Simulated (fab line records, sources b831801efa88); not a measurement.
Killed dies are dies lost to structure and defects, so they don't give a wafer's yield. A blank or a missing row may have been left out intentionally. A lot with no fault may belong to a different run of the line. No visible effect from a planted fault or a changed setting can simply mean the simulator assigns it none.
fab line records | flow sfqLine
[record] lots = 13 wafers = 39 lastDay = 86
route steps=325 shown I6@267
lots that met no fault: taken from a fault-free run of the same line
startH: start of the lot's first displayed wafer, in hours after the record's first day | waitH: how many hours have passed since the lot's step before this one | " repeats the value in the row above | L1.1+2: one row covering several wafers at once | - no value, or no start given | * or withheld: withheld | < > ~ a bound
route shown NAME@n: NAME is a module with steps in the file, n the number in the route of the first one | usual: average and standard deviation across the fault-free wafers | same: alike in all rows | chamber/n: place in a boat | sites: per-site readings | _std_site: their standard deviation | _edge_site: mean of outer sites minus mean of inner sites | radiusMm: how far each site lies from the wafer's centre | mask NAME#n: copy n | behind: the most recent tool/chamber to have shaped the wafer | hold: what put the lot on hold/how long, in hours/how the hold closed | device: whichever transistor did not switch (one of n, p or np) | end of line: tests run on the same wafers once the route is complete | a step without rows: its recipe alone | killed: dies that structure and defects cost at the first sort, which is not the same as the wafer's yield | map: a wafer's dies, marking killed ones x, the rest . and places with no die _
set.NAME: the setting as run; set.NAME@STEP: as run at that earlier step | model.NAME: the simulator's own value behind a step, which no gauge read
the route's steps for a sample of lots (tables are steps, rows are wafers)
services: the hour from which a tool's chamber was out of use, counted from the record's first day as startH (under 0 if before that day), plus the number of hours and why
[[steps]]
[step SFQ_TRILAYER_I6_CMP_CMP_166]
[recipe] material = SiO2 downForcePsi = 3 platenRpm = 60 padVelocityMS = 0.94248
[usual] motorCurrentA = 10.3/1.2 timeToEndpointS = 214/6.2
// columns lot.wafer tool chamber startH waitH motorCurrentA timeToEndpointS
L922.4 cmp-02 2 1621.74 2.1 10.8 217
L922.2 " 3 " " 12.3 210
L922.5 " 2 1623.74 4.1 10.6 219
L923.3 cmp-01 2 1623.32 1.3 8.0 217
L923.4 " 0 1624.32 2.3 10.7 217
L923.6 " 1 " " 10.4 217
L924.3 cmp-01 1 1626.82 2.4 9.9 211
L924.6 " 3 1627.82 3.4 10.8 211
L924.5 " 0 " " 11.5 221
L925.3 cmp-02 2 1628.24 2.5 10.8 211
L925.6 " 0 1629.24 3.5 10.0 216
L925.5 " 1 " " 11.1 224
L926.2 cmp-02 0 1703.12 0.0 9.8 203
L926.3 " 2 1704.12 1.0 10.4 206
L926.4 " 3 " " 12.1 208
L927.4 cmp-01 3 1705.82 1.5 10.9 216
L927.6 " 0 " " 10.5 213
L927.5 " 1 " " 10.2 219
L932.1 cmp-02 0 1801.53 1.0 10.1 231
L932.6 " 2 1802.53 2.0 10.2 224
L932.5 " 3 " " 12.6 223
L934.1 cmp-01 2 1806.58 1.3 7.9 208
L934.4 " 0 1807.58 2.3 11.2 212
L934.6 " 1 " " 10.1 213
L938.4 cmp-01 1 1816.28 0.1 10.4 219
L938.6 " 1 1818.28 2.1 9.9 218
L938.5 " 2 " " 7.9 213
L939.4 cmp-01 3 1820.98 0.5 10.2 215
L939.1 " 0 " " 10.6 210
L939.3 " 1 " " 9.6 216
L943.4 cmp-01 3 1847.61 0.6 9.9 216
L943.1 " 0 " " 11.3 211
L943.3 " 1 " " 9.9 216
L944.3 cmp-01 0 1852.50 1.0 11.7 204
L944.6 " 2 1853.50 2.0 8.0 210
L944.5 " 3 " " 10.1 203
L945.4 cmp-01 1 1854.50 0.7 10.1 211
L945.6 " 1 1856.50 2.7 9.9 211
L945.5 " 2 " " 8.7 213
[step SFQ_TRILAYER_I6_METRO_MEASURE_167]
[usual] thkNm = 199.9/0.73
// columns lot.wafer tool chamber startH waitH thkNm
L922.2 filmMetro-03 - 1624.56 0.3 199.6
L922.4 " - " " 199.4
L922.5 " - " " 200.0
L923.3 filmMetro-01 - 1626.34 0.5 201.1
L923.4 " - " " 200.1
L923.6 " - " " 201.8
L924.3 filmMetro-01 - 1629.34 0.5 198.8
L924.5 " - " " 200.0
L924.6 " - " " 198.9
L925.3 filmMetro-03 - 1630.76 0.5 201.0
L925.5 " - " " 201.0
L925.6 " - " " 200.5
L926.2 filmMetro-01 - 1706.44 0.3 199.3
L926.3 " - " " 200.1
L926.4 " - " " 199.0
L927.4 filmMetro-02 - 1708.04 0.6 200.0
L927.5 " - " " 201.6
L927.6 " - " " 201.0
L932.1 filmMetro-03 - 1803.65 0.1 180.2
L932.5 " - " " 199.9
L932.6 " - " " 199.6
L934.1 filmMetro-03 - 1809.20 0.1 199.1
L934.4 " - " " 200.5
L934.6 " - " " 200.3
L938.4 filmMetro-02 - 1820.00 0.6 199.9
L938.5 " - " " 201.3
L938.6 " - " " 200.3
L939.1 filmMetro-02 - 1823.60 0.1 201.2
L939.3 " - " " 201.2
L939.4 " - " " 199.6
L943.1 filmMetro-03 - 1850.73 0.1 200.3
L943.3 " - " " 199.8
L943.4 " - " " 199.7
L944.3 filmMetro-02 - 1855.02 0.5 199.5
L944.5 " - " " 198.9
L944.6 " - " " 199.6
L945.4 filmMetro-03 - 1858.22 0.6 200.8
L945.5 " - " " 199.7
L945.6 " - " " 198.6
[step SFQ_TRILAYER_I6_VIA_ETCH_VIA_ETCH_172]
[recipe] target = SiO2 stopOn = Nb maskMaterial = PR taperDeg = 20 chemistry = CHF3 targetDepthNm = 260 sourceW = 500 biasW = 80 pressureMtorr = 30 timeS = withheld
[usual] drypumpMotorCurrentA = 5.9/0.45 oesProductAu = 0.855/0.0049
// columns lot.wafer tool chamber startH waitH drypumpMotorCurrentA oesProductAu
L922.2 rieDiel-02 0 1743.28 0.0 5.9 0.849
L922.4 " 2 " " 5.0 0.855
L922.5 " 0 " " 5.9 0.862
L923.3 rieDiel-04 1 1745.68 0.0 5.5 0.852
L923.4 " 0 " " 6.2 0.855
L923.6 " 3 " " 5.9 0.860
L924.3 rieDiel-01 2 1749.28 0.0 5.5 0.860
L924.5 " 0 " " 6.8 0.851
L924.6 " 3 " " 5.8 0.845
L925.3 rieDiel-02 2 1751.68 0.0 5.0 0.857
L925.5 " 3 " " 5.6 0.850
L925.6 " 2 " " 5.0 0.860
L926.2 rieDiel-04 2 1821.41 0.0 5.9 0.853
L926.3 " 1 " " 5.4 0.861
L926.4 " 3 " " 5.9 0.851
L927.4 rieDiel-01 0 1826.26 0.1 6.7 0.851
L927.5 " 1 " " 6.3 0.862
L927.6 " 2 " " 5.5 0.863
L932.1 rieDiel-02 2 1913.61 0.0 5.0 0.812
L932.5 " 2 " " 5.0 0.855
L932.6 " 1 " " 6.4 0.845
L934.1 rieDiel-02 3 1918.41 0.0 5.6 0.855
L934.4 " 0 " " 5.9 0.857
L934.6 " 1 " " 6.4 0.859
L938.4 rieDiel-04 3 1928.01 0.0 5.8 0.850
L938.5 " 3 " " 5.9 0.857
L938.6 " 0 " " 6.2 0.856
L939.1 rieDiel-04 2 1931.61 0.0 5.9 0.859
L939.3 " 3 " " 5.9 0.857
L939.4 " 0 " " 6.2 0.854
L943.1 rieDiel-02 0 1955.39 0.0 5.9 0.852
L943.3 " 1 " " 6.5 0.856
L943.4 " 3 " " 5.6 0.857
L944.3 rieDiel-01 0 1957.79 0.0 6.7 0.849
L944.5 " 2 " " 5.5 0.856
L944.6 " 1 " " 6.3 0.854
L945.4 rieDiel-04 2 1959.05 0.1 5.9 0.864
L945.5 " 0 " " 6.2 0.855
L945.6 " 3 " " 5.9 0.852
[[services]]
// columns tool chamber startH hours kind
rieDiel-02 0 1603.61 1.9 repair
rieDiel-04 - 1638.02 0.4 repair
rieDiel-02 0 1652.79 9.0 repair
cmp-01 - 1659.90 3.5 repair
cmp-01 - 1677.21 15.1 pm
rieDiel-02 0 1679.32 3.7 repair
filmMetro-03 - 1690.27 1.7 pm
filmMetro-03 - 1747.91 1.1 pm
cmp-01 - 1760.69 3.2 repair
rieDiel-04 0 1760.80 7.6 repair
cmp-01 - 1770.06 4.0 pm
cmp-01 - 1779.75 0.5 repair
rieDiel-04 0 1785.44 4.1 repair
filmMetro-03 - 1787.38 1.6 pm
rieDiel-04 - 1797.03 2.8 pm
rieDiel-04 0 1811.80 15.2 repair
filmMetro-03 - 1815.65 0.5 pm
filmMetro-03 - 1834.40 16.0 repair
rieDiel-04 3 1893.49 14.4 repair
cmp-01 - 1904.34 10.0 pm
filmMetro-03 - 1935.27 0.9 pm
filmMetro-03 - 1946.73 26.2 repair
cmp-01 - 1949.97 5.7 pm
cmp-01 - 1954.66 0.7 repair
[[key]]
[firstSign] step = SFQ_TRILAYER_I6_METRO_MEASURE_167 reading = thkNm direction = down sigmas = 27 usual = 199.9 struck = 180.2
[effect] step = SFQ_TRILAYER_I6_VIA_ETCH_VIA_ETCH_172 reading = oesProductAu direction = down sigmas = 8.9 usual = 0.855 struck = 0.812
metAt SFQ_TRILAYER_I6_CMP_CMP_166
struckLots L932
struckWafers L932.1
onsetBetween 1703.12 1801.53
[fault] kind = processParameterDrift tool = cmp-02 chamber = 0 onsetH = 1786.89 steps = SFQ_TRILAYER_I6_CMP_CMP_166 channel = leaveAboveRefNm offset = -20 shape = step endH = 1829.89 actsIn = theseRecipesOnly stated = 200
